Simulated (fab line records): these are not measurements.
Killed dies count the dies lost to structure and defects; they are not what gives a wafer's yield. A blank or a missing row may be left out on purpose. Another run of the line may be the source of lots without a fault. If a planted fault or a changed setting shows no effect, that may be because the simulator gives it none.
Comparing a struck lot with a sound one    flow sky130    14 steps out of a route of 708
Sound: wafers L459.3, L459.5, L459.6. Struck: wafer L470.3 (left out: L470.1, a lot-mate that was not struck); the cause follows at the end.
Per side, at each step with rows, come the tool, then ch with its chambers, and then its first start. Under that, the readings that differ: sound wafers    struck wafers    difference of the means    sigmas: that difference in standard deviations of wafers without a fault.
alike: a reading whose means differ by less than 2 such deviations, as well as words and numbers matching on both sides. not compared: withheld readings; readings where some wafer has no value; bounds like >300 that might hide an equal value; numbers whose values overlap and for which the record gives no deviation.
Wherever a step has rows on one side only, a row that says differs or no value, or a row with sigmas, the two part there. When numbers do not overlap yet have no deviation, they are printed without sigmas and do not part them. A reading that every wafer of one side lacks parts them only if that side has two wafers or more.

first, 1 step without rows for these wafers: SKY_SD_N_IMPLANT_10.
SKY_SD_N_STRIP_11: strips in O2/N2.
  sound on plasma asher-02 ch 0,1, day 32 23:41; struck on plasma asher-01 ch 1, day 33 13:18
reading                sound              struck  difference  sigmas
oes product au (a.u.)  0.524 0.520 0.526  0.534   +0.011      +2
  alike: drypump motor current A, strip time to endpoint s
  not compared: rf hours counter h
SKY_SD_N_TW_MEAS_12:
  sound on film metro-04, day 32 23:46; struck on film metro-03, day 33 13:24
  alike: SD_N_TW
then, 1 step without rows for these wafers: SKY_SD_N_CLEAN_13 (cleans in SC1/SC2, time 150 s).
SKY_SD_N_RTA_14: time 2 s.
  sound on rtp anneal-01 ch 0, day 32 23:52; struck on rtp anneal-02 ch 0, day 33 13:31
  alike: lamp power pct, wafer_temp_C_max
SKY_SD_N_RS_MEAS_16: a four-point-probe measurement.
  sound on film metro-03, day 33 00:04; struck on film metro-02, day 33 13:41
reading           sound              struck  difference  sigmas
SD_N_RS (ohm/sq)  68.52 68.51 68.64  68.87   +0.31       +3
SKY_SD_N_RS_MEAS_17: a four-point-probe measurement.
  sound on film metro-03, day 33 00:11; struck on film metro-02, day 33 13:49
  alike: SD_P_RS
SKY_SD_N_RS_MEAS_18: a four-point-probe measurement.
  sound on film metro-03, day 33 00:19; struck on film metro-02, day 33 13:56
reading                sound              struck  difference  sigmas
RES_XHIGH_RS (ohm/sq)  333.2 334.3 334.7  331.5   -2.6        -2
then, 2 steps without rows for these wafers: SKY_SALICIDE_CLEAN_00 (cleans in HF-last, time 30 s); SKY_LI_CONTACT_HDPCVD_00 (deposits PSG, target thk 930 nm, time 155 s).
SKY_LI_CONTACT_THK_MEAS_01:
  sound on film metro-04, day 33 00:32; struck on film metro-03, day 33 14:10
  alike: LI_CONTACT_HDPCVD_THK
SKY_LI_CONTACT_CMP_02: polishes PSG.
  sound on cmp-02 ch 0,1,3, day 33 00:43; struck on cmp-02 ch 2, day 33 14:16
reading                 sound     struck  difference  sigmas
time to endpoint s (s)  31 34 26  13      -17         -4
  alike: motor current A
SKY_LI_CONTACT_BOW_MEAS_03:
  sound on film metro-03, day 33 00:55; struck on film metro-02, day 33 14:34
  alike: LI_CONTACT_BOW
-- a jump in the record: the struck wafers' starts before and after are 16 days apart (it breaks off in module LI_CONTACT and resumes in module PAD_OPEN, where the first step shown is number 708 of the route) --
SKY_PAD_OPEN_PROBE_99:
  sound on prober-02, day 49 13:18; struck on prober-02, day 50 00:01
  alike: killed_at_M0_to_M3, killed_at_M4_up, killed at contacts, killed at front end, killed at other, killed dies, killed open, killed short

## WHERE THEY PART
At SKY_SD_N_STRIP_11 first; at SKY_LI_CONTACT_CMP_02 last (within this record only). Later steps at which nothing parts them and some readings are alike: SKY_LI_CONTACT_BOW_MEAS_03, SKY_PAD_OPEN_PROBE_99.

WHY: the cause the simulator had injected
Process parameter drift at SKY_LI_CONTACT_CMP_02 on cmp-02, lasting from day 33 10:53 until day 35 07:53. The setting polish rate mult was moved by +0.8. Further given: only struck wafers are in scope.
